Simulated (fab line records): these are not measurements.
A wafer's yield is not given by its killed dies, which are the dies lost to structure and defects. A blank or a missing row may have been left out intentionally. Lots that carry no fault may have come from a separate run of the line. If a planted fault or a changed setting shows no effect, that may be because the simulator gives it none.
fab line records -- flow sky130
record: lots: 24, wafers: 72, lastDay: 50
route steps=708 shown FIELD_ISO@24 RES_XHIGH@340 LOCAL_INTERCONNECT@388 METAL1@437
lots that met no fault: taken from a fault-free run of the same line
startH: hours from the record's opening day to when the first of the lot's shown wafers began -- waitH: hours elapsed since this lot's preceding step -- " unchanged from the row above -- L1.1+2: a single row standing in for several wafers -- - no value, or no start given -- * or withheld: withheld -- < > ~ a bound
route shown NAME@n: a module of which the file shows steps, and the number in the route of the first -- usual: the fault-free wafers' mean and standard deviation -- same: alike in all rows -- chamber/n: place in a boat -- sites: per-site readings -- _std_site: their standard deviation -- _edge_site: outer sites' mean less inner sites' -- radiusMm: for every site, how far away it sits from the centre of the wafer -- mask NAME#n: copy n -- behind: the last tool/chamber to shape the wafer -- hold: what put the lot on hold/how long, in hours/how the hold closed -- device: the n, p or np transistor that did not switch -- end of line: tests run on the same wafers once the route is complete -- step lacking rows: just its recipe -- killed: dies that structure and defects cost at the first sort, which is not the same as the wafer's yield -- map: per-die view of a wafer (x killed, . not killed, _ where there is no die)
set.NAME: the setting that was run; set.NAME@STEP: the one run at that earlier step -- model.NAME: the simulator's own value behind a step, which no gauge read
a sample of lots followed through the steps of the route, with each step as a table and each wafer as a row
services: the hour from which a tool's chamber was out of use, counted from the record's first day as startH (under 0 if before that day), plus the number of hours and why
== steps ==
step: SKY_FIELD_ISO_THK_MEAS_23
recipe: reads: SiO2_of_FIELD_ISO_OXIDATION_22
usual: FIELD_ISO_OXIDATION_01_THK: 9.99/0.21
lot.wafer,tool,chamber,startH,waitH,FIELD_ISO_OXIDATION_01_THK[nm]
L074.2,filmMetro-04,-,29.80,0.0,10.24
L074.3,filmMetro-04,-,29.80,0.0,10.07
L074.4,filmMetro-04,-,29.80,0.0,9.98
L075.3,filmMetro-04,-,35.70,0.0,10.37
L075.5,filmMetro-04,-,35.70,0.0,10.15
L075.6,filmMetro-04,-,35.70,0.0,10.11
L076.3,filmMetro-03,-,40.66,0.0,10.58
L076.4,filmMetro-03,-,40.66,0.0,10.52
L076.6,filmMetro-03,-,40.66,0.0,10.45
L077.2,filmMetro-03,-,49.19,0.0,10.08
L077.3,filmMetro-03,-,49.19,0.0,10.03
L077.6,filmMetro-03,-,49.19,0.0,10.15
L078.1,filmMetro-02,-,55.30,0.0,9.84
L078.4,filmMetro-02,-,55.30,0.0,9.76
L078.6,filmMetro-02,-,55.30,0.0,9.74
L079.1,filmMetro-02,-,59.12,0.0,9.87
L079.2,filmMetro-02,-,59.12,0.0,9.91
L079.4,filmMetro-02,-,59.12,0.0,9.92
L080.2,filmMetro-04,-,63.75,0.0,9.66
L080.3,filmMetro-04,-,63.75,0.0,9.61
L080.4,filmMetro-04,-,63.75,0.0,9.66
L081.3,filmMetro-04,-,70.52,0.0,10.09
L081.4,filmMetro-04,-,70.52,0.0,10.19
L081.6,filmMetro-04,-,70.52,0.0,10.10
L082.2,filmMetro-04,-,73.50,0.0,9.95
L082.4,filmMetro-04,-,73.50,0.0,10.01
L082.5,filmMetro-04,-,73.50,0.0,9.88
L083.4,filmMetro-02,-,78.85,0.0,9.94
L083.5,filmMetro-02,-,78.85,0.0,10.01
L083.6,filmMetro-02,-,78.85,0.0,10.02
L084.4,filmMetro-04,-,85.76,0.0,10.07
L084.5,filmMetro-04,-,85.76,0.0,9.99
L084.6,filmMetro-04,-,85.76,0.0,10.04
L085.1,filmMetro-04,-,89.41,0.0,10.06
L085.2,filmMetro-04,-,89.41,0.0,9.97
L085.6,filmMetro-04,-,89.41,0.0,9.90
L086.3,filmMetro-02,-,93.81,0.0,9.70
L086.4,filmMetro-02,-,93.81,0.0,9.79
L086.5,filmMetro-02,-,93.81,0.0,9.75
L087.1,filmMetro-02,-,101.28,0.0,9.89
L087.3,filmMetro-02,-,101.28,0.0,9.92
L087.5,filmMetro-02,-,101.28,0.0,9.94
L088.2,filmMetro-03,-,106.18,0.0,10.16
L088.3,filmMetro-03,-,106.18,0.0,9.99
L088.5,filmMetro-03,-,106.18,0.0,10.24
L089.2,filmMetro-03,-,109.21,0.0,10.29
L089.4,filmMetro-03,-,109.21,0.0,10.39
L089.6,filmMetro-03,-,109.21,0.0,10.23
L090.1,filmMetro-02,-,116.73,0.0,9.73
L090.4,filmMetro-02,-,116.73,0.0,9.73
L090.5,filmMetro-02,-,116.73,0.0,9.80
L091.2,filmMetro-02,-,119.16,0.0,9.84
L091.5,filmMetro-02,-,119.16,0.0,10.01
L091.6,filmMetro-02,-,119.16,0.0,9.97
L092.1,filmMetro-03,-,127.40,0.0,10.03
L092.4,filmMetro-03,-,127.40,0.0,9.75
L092.6,filmMetro-03,-,127.40,0.0,9.75
L093.2,filmMetro-03,-,131.33,0.0,9.98
L093.4,filmMetro-03,-,131.33,0.0,9.83
L093.6,filmMetro-03,-,131.33,0.0,9.94
L094.3,filmMetro-04,-,136.31,0.0,9.89
L094.4,filmMetro-04,-,136.31,0.0,9.63
L094.5,filmMetro-04,-,136.31,0.0,9.94
L095.1,filmMetro-02,-,139.78,0.0,10.17
L095.2,filmMetro-02,-,139.78,0.0,10.10
L095.3,filmMetro-02,-,139.78,0.0,10.28
L096.1,filmMetro-02,-,147.81,0.0,10.03
L096.2,filmMetro-02,-,147.81,0.0,10.08
L096.5,filmMetro-02,-,147.81,0.0,9.96
L097.1,filmMetro-04,-,152.81,0.0,10.01
L097.3,filmMetro-04,-,152.81,0.0,10.13
L097.4,filmMetro-04,-,152.81,0.0,10.06
step: SKY_RES_XHIGH_STRIP_08
recipe: chemistry: O2/N2, powerW: 1400, pressureMtorr: 1500, platenTempC: withheld, o2FlowSccm: 3000, n2FlowSccm: 300, overashFraction: 0.5
usual: drypumpMotorCurrentA: 5.5/0.4, o2FlowSccm: 3000/8.1, oesProductAu: 0.712/0.0047, stripTimeToEndpointS: 14.28/0.035
lot.wafer,tool,chamber,startH,waitH,drypumpMotorCurrentA,o2FlowSccm,oesProductAu,rfHoursCounterH,stripTimeToEndpointS
L074.2,plasmaAsher-04,0,611.23,0.1,6.2,2999,0.705,18,14.26
L074.3,plasmaAsher-04,1,611.23,0.1,5.2,3005,0.714,-,14.28
L074.4,plasmaAsher-04,0,611.23,0.1,6.2,3011,0.712,-,14.28
L075.3,plasmaAsher-02,0,614.04,0.1,5.0,2981,0.707,-,14.28
L075.5,plasmaAsher-02,1,614.04,0.1,5.5,2989,0.710,-,14.31
L075.6,plasmaAsher-02,0,614.04,0.1,5.0,3001,0.716,-,14.31
L076.3,plasmaAsher-02,0,619.81,0.1,5.0,3009,0.706,-,14.32
L076.4,plasmaAsher-02,1,619.81,0.1,5.5,2983,0.708,-,14.29
L076.6,plasmaAsher-02,0,619.81,0.1,5.0,3004,0.713,-,14.31
L079.1,plasmaAsher-01,0,670.88,0.1,5.9,2996,0.709,81,14.34
L079.2,plasmaAsher-01,1,670.88,0.1,5.5,3002,0.709,81,14.30
L079.4,plasmaAsher-01,1,670.88,0.1,5.5,2995,0.708,-,14.31
L077.2,plasmaAsher-02,1,673.61,0.1,5.5,3001,0.715,58,14.29
L077.3,plasmaAsher-02,1,673.61,0.1,5.5,3007,0.710,-,14.30
L077.6,plasmaAsher-02,0,673.61,0.1,5.0,2995,0.717,-,14.31
L078.1,plasmaAsher-01,0,674.51,0.1,5.9,3003,0.716,82,14.31
L078.4,plasmaAsher-01,0,674.51,0.1,5.9,3010,0.713,-,14.32
L078.6,plasmaAsher-01,1,674.51,0.1,5.5,3003,0.713,-,14.33
L081.3,plasmaAsher-04,1,676.14,0.1,5.2,3002,0.718,-,14.25
L081.4,plasmaAsher-04,0,676.14,0.1,6.2,3005,0.710,-,14.29
L081.6,plasmaAsher-04,0,676.14,0.1,6.2,2997,0.714,-,14.29
L080.2,plasmaAsher-01,1,677.06,0.1,5.5,3010,0.714,82,14.27
L080.3,plasmaAsher-01,1,677.06,0.1,5.5,3015,0.715,-,14.28
L080.4,plasmaAsher-01,0,677.06,0.1,6.0,3010,0.716,-,14.29
L082.2,plasmaAsher-02,0,686.36,0.1,5.0,2990,0.718,59,14.26
L082.4,plasmaAsher-02,0,686.36,0.1,5.0,3004,0.715,-,14.29
L082.5,plasmaAsher-02,1,686.36,0.1,5.5,2988,0.716,-,14.30
L083.4,plasmaAsher-01,1,720.84,0.1,5.5,3002,0.712,-,14.25
L083.5,plasmaAsher-01,1,720.84,0.1,5.5,3006,0.716,-,14.28
L083.6,plasmaAsher-01,0,720.84,0.1,6.0,3006,0.714,-,14.27
L084.4,plasmaAsher-01,0,721.74,0.1,6.0,2998,0.718,-,14.27
L084.5,plasmaAsher-01,0,721.74,0.1,6.0,2995,0.724,-,14.24
L084.6,plasmaAsher-01,1,721.74,0.1,5.5,2995,0.715,-,14.28
L086.3,plasmaAsher-04,0,723.91,0.1,6.2,2996,0.708,-,14.35
L086.4,plasmaAsher-04,1,723.91,0.1,5.2,3008,0.716,-,14.32
L086.5,plasmaAsher-04,0,723.91,0.1,6.1,2982,0.703,-,14.33
L085.1,plasmaAsher-04,0,725.61,0.1,6.2,2991,0.714,29,14.23
L085.2,plasmaAsher-04,1,725.61,0.1,5.2,3005,0.712,29,14.26
L085.6,plasmaAsher-04,0,725.61,0.1,6.2,3010,0.709,-,14.29
L087.1,plasmaAsher-02,1,726.71,0.1,5.5,2988,0.705,63,14.28
L087.3,plasmaAsher-02,1,726.71,0.1,5.5,2983,0.715,-,14.30
L087.5,plasmaAsher-02,1,726.71,0.1,5.5,2996,0.709,-,14.24
L089.2,plasmaAsher-04,0,732.56,0.1,6.2,2993,0.714,30,14.24
L089.4,plasmaAsher-04,0,732.56,0.1,6.2,3003,0.708,-,14.25
L089.6,plasmaAsher-04,1,732.56,0.1,5.2,3002,0.715,-,14.30
L088.2,plasmaAsher-02,0,732.86,0.1,5.0,2998,0.701,64,14.25
L088.3,plasmaAsher-02,1,732.86,0.1,5.5,3005,0.702,-,14.27
L088.5,plasmaAsher-02,0,732.86,0.1,5.0,3006,0.715,-,14.27
L090.1,plasmaAsher-02,0,743.91,0.1,5.0,3004,0.711,65,14.23
L090.4,plasmaAsher-02,1,743.91,0.1,5.5,3005,0.707,-,14.27
L090.5,plasmaAsher-02,1,743.91,0.1,5.5,2992,0.708,-,14.25
L091.2,plasmaAsher-04,0,747.01,0.1,6.2,3002,0.709,31,14.33
L091.5,plasmaAsher-04,1,747.01,0.1,5.2,2991,0.707,-,14.34
L091.6,plasmaAsher-04,0,747.01,0.1,6.2,2997,0.711,-,14.32
L092.1,plasmaAsher-02,1,757.91,0.1,5.5,2994,0.713,66,14.32
L092.4,plasmaAsher-02,0,757.91,0.1,5.0,3007,0.701,-,14.30
L092.6,plasmaAsher-02,1,757.91,0.1,5.5,3003,0.709,-,14.25
L094.3,plasmaAsher-04,0,768.79,0.1,6.1,2988,0.709,-,14.25
L094.4,plasmaAsher-04,1,768.79,0.1,5.2,2978,0.708,-,14.26
L094.5,plasmaAsher-04,1,768.79,0.1,5.2,2994,0.713,-,14.29
L093.2,plasmaAsher-04,1,772.86,0.1,5.2,3012,0.713,34,14.31
L093.4,plasmaAsher-04,1,772.86,0.1,5.2,3005,0.706,-,14.27
L093.6,plasmaAsher-04,0,772.86,0.1,6.2,2983,0.718,-,14.26
L095.1,plasmaAsher-04,1,774.56,0.1,5.2,2994,0.715,34,14.26
L095.2,plasmaAsher-04,0,774.56,0.1,6.2,3006,0.714,34,14.22
L095.3,plasmaAsher-04,0,774.56,0.1,6.2,2998,0.717,-,14.23
L096.1,plasmaAsher-02,0,789.78,0.1,5.0,3002,0.713,70,14.32
L096.2,plasmaAsher-02,1,789.78,0.1,5.5,3003,0.702,70,14.34
L096.5,plasmaAsher-02,1,789.78,0.1,5.5,3000,0.713,-,14.28
L097.1,plasmaAsher-02,0,790.96,0.1,5.0,3008,0.718,70,14.22
L097.3,plasmaAsher-02,1,790.96,0.1,5.5,3012,0.711,-,14.26
L097.4,plasmaAsher-02,0,790.96,0.1,5.0,3002,0.713,-,14.29
step: SKY_RES_XHIGH_TW_MEAS_09
usual: RES_XHIGH_TW: 1635/12
lot.wafer,tool,chamber,startH,waitH,RES_XHIGH_TW
L074.2,filmMetro-01,-,611.34,0.1,1612
L074.3,filmMetro-01,-,611.34,0.1,1609
L074.4,filmMetro-01,-,611.34,0.1,1603
L075.3,filmMetro-03,-,614.13,0.1,1652
L075.5,filmMetro-03,-,614.13,0.1,1644
L075.6,filmMetro-03,-,614.13,0.1,1656
L076.3,filmMetro-03,-,619.90,0.1,1658
L076.4,filmMetro-03,-,619.90,0.1,1650
L076.6,filmMetro-03,-,619.90,0.1,1649
L079.1,filmMetro-01,-,670.98,0.1,1620
L079.2,filmMetro-01,-,670.98,0.1,1618
L079.4,filmMetro-01,-,670.98,0.1,1612
L077.2,filmMetro-03,-,673.72,0.1,1643
L077.3,filmMetro-03,-,673.72,0.1,1644
L077.6,filmMetro-03,-,673.72,0.1,1640
L078.1,filmMetro-04,-,674.61,0.1,1630
L078.4,filmMetro-04,-,674.61,0.1,1625
L078.6,filmMetro-04,-,674.61,0.1,1624
L081.3,filmMetro-03,-,676.23,0.1,1653
L081.4,filmMetro-03,-,676.23,0.1,1643
L081.6,filmMetro-03,-,676.23,0.1,1642
L080.2,filmMetro-04,-,677.17,0.1,1630
L080.3,filmMetro-04,-,677.17,0.1,1634
L080.4,filmMetro-04,-,677.17,0.1,1630
L082.2,filmMetro-04,-,686.47,0.1,1631
L082.4,filmMetro-04,-,686.47,0.1,1624
L082.5,filmMetro-04,-,686.47,0.1,1630
L083.4,filmMetro-01,-,720.94,0.1,1626
L083.5,filmMetro-01,-,720.94,0.1,1625
L083.6,filmMetro-01,-,720.94,0.1,1625
L084.4,filmMetro-01,-,721.84,0.1,1622
L084.5,filmMetro-01,-,721.84,0.1,1621
L084.6,filmMetro-01,-,721.84,0.1,1620
L086.3,filmMetro-03,-,724.00,0.1,1630
L086.4,filmMetro-03,-,724.00,0.1,1637
L086.5,filmMetro-03,-,724.00,0.1,1637
L085.1,filmMetro-03,-,725.71,0.1,1643
L085.2,filmMetro-03,-,725.71,0.1,1638
L085.6,filmMetro-03,-,725.71,0.1,1645
L087.1,filmMetro-04,-,726.81,0.1,1622
L087.3,filmMetro-04,-,726.81,0.1,1635
L087.5,filmMetro-04,-,726.81,0.1,1628
L089.2,filmMetro-04,-,732.67,0.1,1635
L089.4,filmMetro-04,-,732.67,0.1,1629
L089.6,filmMetro-04,-,732.67,0.1,1631
L088.2,filmMetro-04,-,732.97,0.1,1623
L088.3,filmMetro-04,-,732.97,0.1,1635
L088.5,filmMetro-04,-,732.97,0.1,1630
L090.1,filmMetro-03,-,744.01,0.1,1652
L090.4,filmMetro-03,-,744.01,0.1,1641
L090.5,filmMetro-03,-,744.01,0.1,1648
L091.2,filmMetro-03,-,747.12,0.1,1650
L091.5,filmMetro-03,-,747.12,0.1,1656
L091.6,filmMetro-03,-,747.12,0.1,1653
L092.1,filmMetro-01,-,758.01,0.1,1620
L092.4,filmMetro-01,-,758.01,0.1,1626
L092.6,filmMetro-01,-,758.01,0.1,1621
L094.3,filmMetro-03,-,768.88,0.1,1635
L094.4,filmMetro-03,-,768.88,0.1,1639
L094.5,filmMetro-03,-,768.88,0.1,1636
L093.2,filmMetro-03,-,772.97,0.1,1651
L093.4,filmMetro-03,-,772.97,0.1,1644
L093.6,filmMetro-03,-,772.97,0.1,1641
L095.1,filmMetro-03,-,774.66,0.1,1634
L095.2,filmMetro-03,-,774.66,0.1,1650
L095.3,filmMetro-03,-,774.66,0.1,1642
L096.1,filmMetro-03,-,789.88,0.1,1633
L096.2,filmMetro-03,-,789.88,0.1,1633
L096.5,filmMetro-03,-,789.88,0.1,1633
L097.1,filmMetro-01,-,791.06,0.1,1639
L097.3,filmMetro-01,-,791.06,0.1,1631
L097.4,filmMetro-01,-,791.06,0.1,1630
step: SKY_LOCAL_INTERCONNECT_RS_MEAS_01
recipe: thkMeasGauge: four-point-probe, reads: TiN_of_LOCAL_INTERCONNECT_SPUTTER_00
usual: LOCAL_INTERCONNECT_TIN_RS: 14.11/0.15
lot.wafer,tool,chamber,startH,waitH,LOCAL_INTERCONNECT_TIN_RS[ohm/sq]
L074.2,filmMetro-03,-,672.69,0.1,13.89
L074.3,filmMetro-03,-,672.69,0.1,14.10
L074.4,filmMetro-03,-,672.69,0.1,13.90
L075.3,filmMetro-02,-,676.39,0.1,14.00
L075.5,filmMetro-02,-,676.39,0.1,13.85
L075.6,filmMetro-02,-,676.39,0.1,14.06
L076.3,filmMetro-03,-,680.63,0.1,14.03
L076.4,filmMetro-03,-,680.63,0.1,14.05
L076.6,filmMetro-03,-,680.63,0.1,13.98
L079.1,filmMetro-02,-,730.73,0.0,14.22
L079.2,filmMetro-02,-,730.73,0.0,14.33
L079.4,filmMetro-02,-,730.73,0.0,14.29
L077.2,filmMetro-03,-,733.41,0.1,14.38
L077.3,filmMetro-03,-,733.41,0.1,14.13
L077.6,filmMetro-03,-,733.41,0.1,14.25
L078.1,filmMetro-02,-,734.04,0.0,14.10
L078.4,filmMetro-02,-,734.04,0.0,13.88
L078.6,filmMetro-02,-,734.04,0.0,13.98
L081.3,filmMetro-02,-,735.35,0.1,14.06
L081.4,filmMetro-02,-,735.35,0.1,14.03
L081.6,filmMetro-02,-,735.35,0.1,14.03
L080.2,filmMetro-02,-,736.73,0.1,13.88
L080.3,filmMetro-02,-,736.73,0.1,14.03
L080.4,filmMetro-02,-,736.73,0.1,13.96
L082.2,filmMetro-01,-,743.93,0.1,13.86
L082.4,filmMetro-01,-,743.93,0.1,14.08
L082.5,filmMetro-01,-,743.93,0.1,14.09
L083.4,filmMetro-02,-,776.81,0.1,14.17
L083.5,filmMetro-02,-,776.81,0.1,14.11
L083.6,filmMetro-02,-,776.81,0.1,14.21
L084.4,filmMetro-02,-,778.22,0.1,14.41
L084.5,filmMetro-02,-,778.22,0.1,14.16
L084.6,filmMetro-02,-,778.22,0.1,14.46
L086.3,filmMetro-01,-,780.54,0.1,14.22
L086.4,filmMetro-01,-,780.54,0.1,14.14
L086.5,filmMetro-01,-,780.54,0.1,14.16
L085.1,filmMetro-03,-,782.46,0.0,14.34
L085.2,filmMetro-03,-,782.46,0.0,14.04
L085.6,filmMetro-03,-,782.46,0.0,14.40
L087.1,filmMetro-03,-,783.30,0.0,14.03
L087.3,filmMetro-03,-,783.30,0.0,14.03
L087.5,filmMetro-03,-,783.30,0.0,14.09
L089.2,filmMetro-02,-,789.99,0.1,13.99
L089.4,filmMetro-02,-,789.99,0.1,14.33
L089.6,filmMetro-02,-,789.99,0.1,13.94
L088.2,filmMetro-03,-,790.63,0.1,14.33
L088.3,filmMetro-03,-,790.63,0.1,14.16
L088.5,filmMetro-03,-,790.63,0.1,14.22
L090.1,filmMetro-03,-,800.32,0.0,14.20
L090.4,filmMetro-03,-,800.32,0.0,14.18
L090.5,filmMetro-03,-,800.32,0.0,14.28
L091.2,filmMetro-03,-,804.74,0.1,14.25
L091.5,filmMetro-03,-,804.74,0.1,14.26
L091.6,filmMetro-03,-,804.74,0.1,14.39
L092.1,filmMetro-03,-,813.66,0.0,14.15
L092.4,filmMetro-03,-,813.66,0.0,14.28
L092.6,filmMetro-03,-,813.66,0.0,14.30
L094.3,filmMetro-02,-,825.99,0.1,14.29
L094.4,filmMetro-02,-,825.99,0.1,14.29
L094.5,filmMetro-02,-,825.99,0.1,14.17
L093.2,filmMetro-02,-,829.67,0.1,13.99
L093.4,filmMetro-02,-,829.67,0.1,13.91
L093.6,filmMetro-02,-,829.67,0.1,14.10
L095.1,filmMetro-01,-,830.94,0.0,14.02
L095.2,filmMetro-01,-,830.94,0.0,14.24
L095.3,filmMetro-01,-,830.94,0.0,14.08
L096.1,filmMetro-01,-,846.27,0.0,14.09
L096.2,filmMetro-01,-,846.27,0.0,14.05
L096.5,filmMetro-01,-,846.27,0.0,14.22
L097.1,filmMetro-03,-,847.03,0.0,13.83
L097.3,filmMetro-03,-,847.03,0.0,13.72
L097.4,filmMetro-03,-,847.03,0.0,14.10
step: SKY_LOCAL_INTERCONNECT_THK_MEAS_02
recipe: thkMeasGauge: xrf, reads: TiN_of_LOCAL_INTERCONNECT_SPUTTER_00
usual: LOCAL_INTERCONNECT_TIN_THK: 100.1/1.1
lot.wafer,tool,chamber,startH,waitH,LOCAL_INTERCONNECT_TIN_THK[nm]
L074.2,filmMetro-03,-,672.80,0.1,101.6
L074.3,filmMetro-03,-,672.80,0.1,100.5
L074.4,filmMetro-03,-,672.80,0.1,101.3
L075.3,filmMetro-02,-,676.49,0.1,99.5
L075.5,filmMetro-02,-,676.49,0.1,100.1
L075.6,filmMetro-02,-,676.49,0.1,98.6
L076.3,filmMetro-03,-,680.73,0.1,101.2
L076.4,filmMetro-03,-,680.73,0.1,101.1
L076.6,filmMetro-03,-,680.73,0.1,101.0
L079.1,filmMetro-02,-,730.85,0.1,98.7
L079.2,filmMetro-02,-,730.85,0.1,97.8
L079.4,filmMetro-02,-,730.85,0.1,98.6
L077.2,filmMetro-03,-,733.52,0.1,99.7
L077.3,filmMetro-03,-,733.52,0.1,100.3
L077.6,filmMetro-03,-,733.52,0.1,100.2
L078.1,filmMetro-02,-,734.16,0.1,99.4
L078.4,filmMetro-02,-,734.16,0.1,100.6
L078.6,filmMetro-02,-,734.16,0.1,100.2
L081.3,filmMetro-02,-,735.45,0.1,99.6
L081.4,filmMetro-02,-,735.45,0.1,100.2
L081.6,filmMetro-02,-,735.45,0.1,99.9
L080.2,filmMetro-02,-,736.84,0.1,100.1
L080.3,filmMetro-02,-,736.84,0.1,99.8
L080.4,filmMetro-02,-,736.84,0.1,100.4
L082.2,filmMetro-01,-,744.04,0.1,100.3
L082.4,filmMetro-01,-,744.04,0.1,99.2
L082.5,filmMetro-01,-,744.04,0.1,99.6
L083.4,filmMetro-02,-,776.90,0.1,100.1
L083.5,filmMetro-02,-,776.90,0.1,100.7
L083.6,filmMetro-02,-,776.90,0.1,99.8
L084.4,filmMetro-02,-,778.31,0.1,98.8
L084.5,filmMetro-02,-,778.31,0.1,100.3
L084.6,filmMetro-02,-,778.31,0.1,98.2
L086.3,filmMetro-01,-,780.64,0.1,98.4
L086.4,filmMetro-01,-,780.64,0.1,98.9
L086.5,filmMetro-01,-,780.64,0.1,98.6
L085.1,filmMetro-03,-,782.58,0.1,99.1
L085.2,filmMetro-03,-,782.58,0.1,101.1
L085.6,filmMetro-03,-,782.58,0.1,99.2
L087.1,filmMetro-03,-,783.42,0.1,101.8
L087.3,filmMetro-03,-,783.42,0.1,101.4
L087.5,filmMetro-03,-,783.42,0.1,101.2
L089.2,filmMetro-02,-,790.10,0.1,100.7
L089.4,filmMetro-02,-,790.10,0.1,99.0
L089.6,filmMetro-02,-,790.10,0.1,102.0
L088.2,filmMetro-03,-,790.74,0.1,99.3
L088.3,filmMetro-03,-,790.74,0.1,100.4
L088.5,filmMetro-03,-,790.74,0.1,99.9
L090.1,filmMetro-03,-,800.44,0.1,100.3
L090.4,filmMetro-03,-,800.44,0.1,100.1
L090.5,filmMetro-03,-,800.44,0.1,99.6
L091.2,filmMetro-03,-,804.85,0.1,99.9
L091.5,filmMetro-03,-,804.85,0.1,99.8
L091.6,filmMetro-03,-,804.85,0.1,99.2
L092.1,filmMetro-03,-,813.78,0.1,100.8
L092.4,filmMetro-03,-,813.78,0.1,99.7
L092.6,filmMetro-03,-,813.78,0.1,100.1
L094.3,filmMetro-02,-,826.09,0.1,99.0
L094.4,filmMetro-02,-,826.09,0.1,98.8
L094.5,filmMetro-02,-,826.09,0.1,99.7
L093.2,filmMetro-02,-,829.78,0.1,101.2
L093.4,filmMetro-02,-,829.78,0.1,101.5
L093.6,filmMetro-02,-,829.78,0.1,99.8
L095.1,filmMetro-01,-,831.06,0.1,99.4
L095.2,filmMetro-01,-,831.06,0.1,97.5
L095.3,filmMetro-01,-,831.06,0.1,98.8
L096.1,filmMetro-01,-,846.39,0.1,99.5
L096.2,filmMetro-01,-,846.39,0.1,99.3
L096.5,filmMetro-01,-,846.39,0.1,98.4
L097.1,filmMetro-03,-,847.15,0.1,102.3
L097.3,filmMetro-03,-,847.15,0.1,103.9
L097.4,filmMetro-03,-,847.15,0.1,101.4
step: SKY_METAL1_SPUTTER_03
recipe: material: Ti, targetThkNm: 5, powerW: 2916, timeS: 3.3, chamberPressurePa: 0.4
usual: throttleValvePct: 30.2/1.1
lot.wafer,tool,chamber,startH,waitH,throttleValvePct
L074.2,pvdSputter-03,-,733.06,0.0,28.5
L074.3,pvdSputter-03,-,733.06,0.0,29.1
L074.4,pvdSputter-03,-,733.06,0.0,29.5
L075.3,pvdSputter-03,-,736.24,0.0,29.6
L075.5,pvdSputter-03,-,736.24,0.0,30.8
L075.6,pvdSputter-03,-,736.24,0.0,29.0
L076.3,pvdSputter-03,-,744.29,0.0,29.1
L076.4,pvdSputter-03,-,744.29,0.0,29.5
L076.6,pvdSputter-03,-,744.29,0.0,29.0
L079.1,pvdSputter-02,-,787.54,0.0,30.7
L079.2,pvdSputter-02,-,787.54,0.0,31.9
L079.4,pvdSputter-02,-,787.54,0.0,30.6
L078.1,pvdSputter-02,-,792.28,0.0,29.1
L078.4,pvdSputter-02,-,792.28,0.0,31.7
L078.6,pvdSputter-02,-,792.28,0.0,31.8
L077.2,pvdSputter-01,-,792.54,0.0,29.9
L077.3,pvdSputter-01,-,792.54,0.0,30.7
L077.6,pvdSputter-01,-,792.54,0.0,29.6
L081.3,pvdSputter-02,-,792.86,0.0,29.6
L081.4,pvdSputter-02,-,792.86,0.0,31.1
L081.6,pvdSputter-02,-,792.86,0.0,30.9
L080.2,pvdSputter-02,-,794.61,0.0,29.5
L080.3,pvdSputter-02,-,794.61,0.0,32.0
L080.4,pvdSputter-02,-,794.61,0.0,30.8
L082.2,pvdSputter-01,-,800.62,0.0,29.2
L082.4,pvdSputter-01,-,800.62,0.0,30.8
L082.5,pvdSputter-01,-,800.62,0.0,29.2
L083.4,pvdSputter-02,-,833.47,0.0,30.8
L083.5,pvdSputter-02,-,833.47,0.0,31.8
L083.6,pvdSputter-02,-,833.47,0.0,30.7
L084.4,pvdSputter-01,-,833.77,0.0,30.9
L084.5,pvdSputter-01,-,833.77,0.0,29.6
L084.6,pvdSputter-01,-,833.77,0.0,30.9
L086.3,pvdSputter-02,-,837.34,0.0,30.7
L086.4,pvdSputter-02,-,837.34,0.0,30.7
L086.5,pvdSputter-02,-,837.34,0.0,29.7
L085.1,pvdSputter-03,-,839.36,0.0,28.9
L085.2,pvdSputter-03,-,839.36,0.0,29.4
L085.6,pvdSputter-03,-,839.36,0.0,31.2
L087.1,pvdSputter-02,-,839.69,0.0,29.5
L087.3,pvdSputter-02,-,839.69,0.0,30.7
L087.5,pvdSputter-02,-,839.69,0.0,30.7
L089.2,pvdSputter-03,-,845.69,0.0,28.2
L089.4,pvdSputter-03,-,845.69,0.0,28.2
L089.6,pvdSputter-03,-,845.69,0.0,29.3
L088.2,pvdSputter-01,-,846.95,0.0,31.0
L088.3,pvdSputter-01,-,846.95,0.0,29.0
L088.5,pvdSputter-01,-,846.95,0.0,29.9
L090.1,pvdSputter-02,-,856.66,0.0,31.9
L090.4,pvdSputter-02,-,856.66,0.0,30.5
L090.5,pvdSputter-02,-,856.66,0.0,30.7
L091.2,pvdSputter-02,-,859.96,0.0,29.5
L091.5,pvdSputter-02,-,859.96,0.0,30.8
L091.6,pvdSputter-02,-,859.96,0.0,31.9
L092.1,pvdSputter-01,-,869.96,0.0,29.8
L092.4,pvdSputter-01,-,869.96,0.0,29.2
L092.6,pvdSputter-01,-,869.96,0.0,29.1
L094.3,pvdSputter-03,-,880.89,0.0,29.1
L094.4,pvdSputter-03,-,880.89,0.0,31.2
L094.5,pvdSputter-03,-,880.89,0.0,28.7
L093.2,pvdSputter-02,-,886.03,0.0,30.7
L093.4,pvdSputter-02,-,886.03,0.0,29.3
L093.6,pvdSputter-02,-,886.03,0.0,30.4
L095.1,pvdSputter-02,-,887.41,0.0,31.1
L095.2,pvdSputter-02,-,887.41,0.0,29.6
L095.3,pvdSputter-02,-,887.41,0.0,30.9
L096.1,pvdSputter-02,-,901.31,0.0,29.6
L096.2,pvdSputter-02,-,901.31,0.0,31.5
L096.5,pvdSputter-02,-,901.31,0.0,29.5
L097.1,pvdSputter-01,-,903.18,0.0,30.7
L097.3,pvdSputter-01,-,903.18,0.0,28.7
L097.4,pvdSputter-01,-,903.18,0.0,29.1
== services ==
tool,chamber,startH,hours,kind
pvdSputter-01,-,593.07,0.9,repair
plasmaAsher-02,-,595.22,2.8,pm
pvdSputter-02,-,653.30,3.5,repair
pvdSputter-02,-,684.09,2.1,repair
pvdSputter-02,-,698.43,0.9,repair
plasmaAsher-04,-,718.99,2.8,pm
pvdSputter-03,-,789.07,8.0,repair
plasmaAsher-04,-,796.31,0.5,repair
pvdSputter-01,-,812.13,1.7,repair
pvdSputter-02,-,877.06,3.1,repair
== key ==
fault none
